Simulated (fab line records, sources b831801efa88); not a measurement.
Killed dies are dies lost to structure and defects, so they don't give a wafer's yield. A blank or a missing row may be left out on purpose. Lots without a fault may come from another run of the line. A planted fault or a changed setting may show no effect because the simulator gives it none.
Which tool did it? | flow sky130 | 6 lots, 18 wafers sampled, at 2 steps of a route of 708

WHAT THE GAUGES READ, wafer by wafer
SKY_VIA3_THK_MEAS_01.
lot  | measured     | on            | VIA3_HDPCVD_THK (nm)
L787 | day 38 14:55 | film_metro-01 | 1656 1613 1666
L789 | day 39 06:28 | film_metro-04 | 1684 1641 1666
L793 | day 40 11:20 | film_metro-01 | 1683 1642 1683
L794 | day 41 21:53 | film_metro-03 | 1640 1632 1627
L798 | day 42 02:08 | film_metro-03 | 1638 1653 1629
L803 | day 43 14:25 | film_metro-03 | 1668 1664 1638

WHICH TOOL RAN EACH LOT (tool, then ch and the chambers of the sampled wafers, then the start)
lot  | SKY_VIA2_CMP_02
L787 | cmp-01 ch 1,2, day 35 05:53
L789 | cmp-02 ch 0,2,3, day 35 21:48
L793 | cmp-01 ch 0,2,3, day 37 05:47
L794 | cmp-02 ch 2,3, day 38 15:02
L798 | cmp-02 ch 0,3, day 38 21:00
L803 | cmp-01 ch 0,2,3, day 40 11:53
- SKY_VIA2_CMP_02: polishes SiO2.

THE ANSWER, worked out from the rows above alone
Rule: what is usual is taken from the lots themselves. Put in order of their means at a reading, lots are off if they are a third of the lots or fewer, leave a main group of 4 or more, and stand apart from it by a gap of 3 or more times the standard deviation of the main group's means; of several such gaps the widest counts. A main group whose means are all the same, to the digits that the tables above print for the reading, isn't used. A lot without any number at a reading at which 4 lots or more have one is off too. The other lots that the step has rows for count as sound.
No lot is off at any reading shown: from this, nothing can be told.

WHAT THE SIMULATOR HAD PUT IN
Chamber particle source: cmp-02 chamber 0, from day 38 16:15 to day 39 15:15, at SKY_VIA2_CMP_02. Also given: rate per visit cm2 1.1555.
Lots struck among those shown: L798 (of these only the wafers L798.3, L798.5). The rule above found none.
